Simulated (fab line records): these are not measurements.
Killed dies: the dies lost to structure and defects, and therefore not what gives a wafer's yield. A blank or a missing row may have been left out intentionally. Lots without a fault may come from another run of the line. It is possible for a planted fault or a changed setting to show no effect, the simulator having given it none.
Which of the tools did it? || flow gf180mcu || 12 lots with 36 wafers sampled at 2 steps, on a route of 602 steps

== WHAT THE GAUGES SHOWED, per wafer ==
GF_VT_IMPLANT_RS_MEAS_49: uses a four-point probe to measure.
{"lot": "L951", "measured": "day 7 12:05", "on": "film_metro-02", "MVPSD_RS (ohm/sq)": "1178.8 1178.5 1178.7"}
{"lot": "L952", "measured": "day 7 20:08", "on": "film_metro-03", "MVPSD_RS (ohm/sq)": "1180.9 1182.5 1180.2"}
{"lot": "L953", "measured": "day 8 03:51", "on": "film_metro-03", "MVPSD_RS (ohm/sq)": "1185.1 1183.3 1179.6"}
{"lot": "L954", "measured": "day 8 09:55", "on": "film_metro-01", "MVPSD_RS (ohm/sq)": "1176.8 1177.3 1176.7"}
{"lot": "L958", "measured": "day 9 14:14", "on": "film_metro-01", "MVPSD_RS (ohm/sq)": "1178.1 1175.7 1178.1"}
{"lot": "L959", "measured": "day 9 20:50", "on": "film_metro-03", "MVPSD_RS (ohm/sq)": "1178.3 1178.0 1179.3"}
{"lot": "L960", "measured": "day 10 06:25", "on": "film_metro-02", "MVPSD_RS (ohm/sq)": "1182.4 1182.1 1180.0"}
{"lot": "L962", "measured": "day 10 16:47", "on": "film_metro-03", "MVPSD_RS (ohm/sq)": "1179.6 1178.6 1179.5"}
{"lot": "L966", "measured": "day 11 18:56", "on": "film_metro-03", "MVPSD_RS (ohm/sq)": "1181.7 1179.4 1182.3"}
{"lot": "L971", "measured": "day 13 03:59", "on": "film_metro-01", "MVPSD_RS (ohm/sq)": "1183.6 1183.2 1184.0"}
{"lot": "L972", "measured": "day 13 13:38", "on": "film_metro-03", "MVPSD_RS (ohm/sq)": "1176.2 1176.8 1175.2"}
{"lot": "L974", "measured": "day 14 01:01", "on": "film_metro-01", "MVPSD_RS (ohm/sq)": "1178.1 1180.1 1179.8"}

== TOOL THAT RAN EACH LOT (tool first, then ch and the chambers of the sampled wafers, then the start) ==
{"lot": "L951", "GF_STI_CMP_25": "cmp-02 ch 0,1,3, day 2 04:08"}
{"lot": "L952", "GF_STI_CMP_25": "cmp-02 ch 0,1,3, day 2 08:43"}
{"lot": "L953", "GF_STI_CMP_25": "cmp-02 ch 0,1, day 2 13:14"}
{"lot": "L954", "GF_STI_CMP_25": "cmp-01 ch 1,2,3, day 2 20:16"}
{"lot": "L958", "GF_STI_CMP_25": "cmp-01 ch 0,1, day 3 15:58"}
{"lot": "L959", "GF_STI_CMP_25": "cmp-02 ch 1,2, day 3 20:52"}
{"lot": "L960", "GF_STI_CMP_25": "cmp-02 ch 0,1,2, day 4 02:08"}
{"lot": "L962", "GF_STI_CMP_25": "cmp-01 ch 1,2,3, day 4 13:14"}
{"lot": "L966", "GF_STI_CMP_25": "cmp-02 ch 0,1,3, day 5 08:39"}
{"lot": "L971", "GF_STI_CMP_25": "cmp-02 ch 0,1,3, day 6 11:14"}
{"lot": "L972", "GF_STI_CMP_25": "cmp-02 ch 0,1,2, day 6 17:55"}
{"lot": "L974", "GF_STI_CMP_25": "cmp-02 ch 0,1,3, day 7 02:52"}
- GF_STI_CMP_25: polishes, stops on Si3N4, t overpolish 33 s, target thk 524.6 nm.

== AS READ BY THE TOOLS THEMSELVES (means over the sampled wafers that have a number; for cases with no such wafer, the mark the record gives instead) ==
GF_STI_CMP_25.
{"lot": "L951", "tool": "cmp-02", "motor_current_A (A)": 12.4, "overpolish_run_s (s)": 33.007, "time_to_endpoint_s (s)": 132}
{"lot": "L952", "tool": "cmp-02", "motor_current_A (A)": 12.6, "overpolish_run_s (s)": 32.994, "time_to_endpoint_s (s)": 127}
{"lot": "L953", "tool": "cmp-02", "motor_current_A (A)": 12.2, "overpolish_run_s (s)": 32.993, "time_to_endpoint_s (s)": 129}
{"lot": "L954", "tool": "cmp-01", "motor_current_A (A)": 11.8, "overpolish_run_s (s)": 32.995, "time_to_endpoint_s (s)": 121}
{"lot": "L958", "tool": "cmp-01", "motor_current_A (A)": 12.3, "overpolish_run_s (s)": 32.987, "time_to_endpoint_s (s)": 122}
{"lot": "L959", "tool": "cmp-02", "motor_current_A (A)": 12.5, "overpolish_run_s (s)": 32.997, "time_to_endpoint_s (s)": 123}
{"lot": "L960", "tool": "cmp-02", "motor_current_A (A)": 12.6, "overpolish_run_s (s)": 33.003, "time_to_endpoint_s (s)": 124}
{"lot": "L962", "tool": "cmp-01", "motor_current_A (A)": 12.0, "overpolish_run_s (s)": 32.997, "time_to_endpoint_s (s)": 120}
{"lot": "L966", "tool": "cmp-02", "motor_current_A (A)": 12.3, "overpolish_run_s (s)": 33.002, "time_to_endpoint_s (s)": 133}
{"lot": "L971", "tool": "cmp-02", "motor_current_A (A)": 12.3, "overpolish_run_s (s)": 33.003, "time_to_endpoint_s (s)": 127}
{"lot": "L972", "tool": "cmp-02", "motor_current_A (A)": 12.3, "overpolish_run_s (s)": 33.003, "time_to_endpoint_s (s)": 122}
{"lot": "L974", "tool": "cmp-02", "motor_current_A (A)": 12.6, "overpolish_run_s (s)": 33.006, "time_to_endpoint_s (s)": 124}

== THE ANSWER, worked out from the rows above alone ==
Rule: usual is defined by the lots themselves. Put in order of their means at a reading, lots are off if they are a third of the lots or fewer, leave a main group of 4 or more, and stand apart from it by a gap of 3 or more times the standard deviation of the main group's means; of several such gaps the widest counts. The tables above print the reading to a certain number of digits; a main group whose means all agree to those digits is not used. Also off: a lot with no number at a reading for which 4 or more lots have one. All remaining lots with rows at the step are treated as sound. The gauges are gone through in route order, then the tools' own readings, and for those a lot's mean is taken as printed above. The first step at which some lot is off is used, and at that step the reading that is off furthest; a lot without a number counts as furthest.
No lot is off at any reading shown: from this, nothing can be told.

== WHAT WAS PUT IN BY THE SIMULATOR ==
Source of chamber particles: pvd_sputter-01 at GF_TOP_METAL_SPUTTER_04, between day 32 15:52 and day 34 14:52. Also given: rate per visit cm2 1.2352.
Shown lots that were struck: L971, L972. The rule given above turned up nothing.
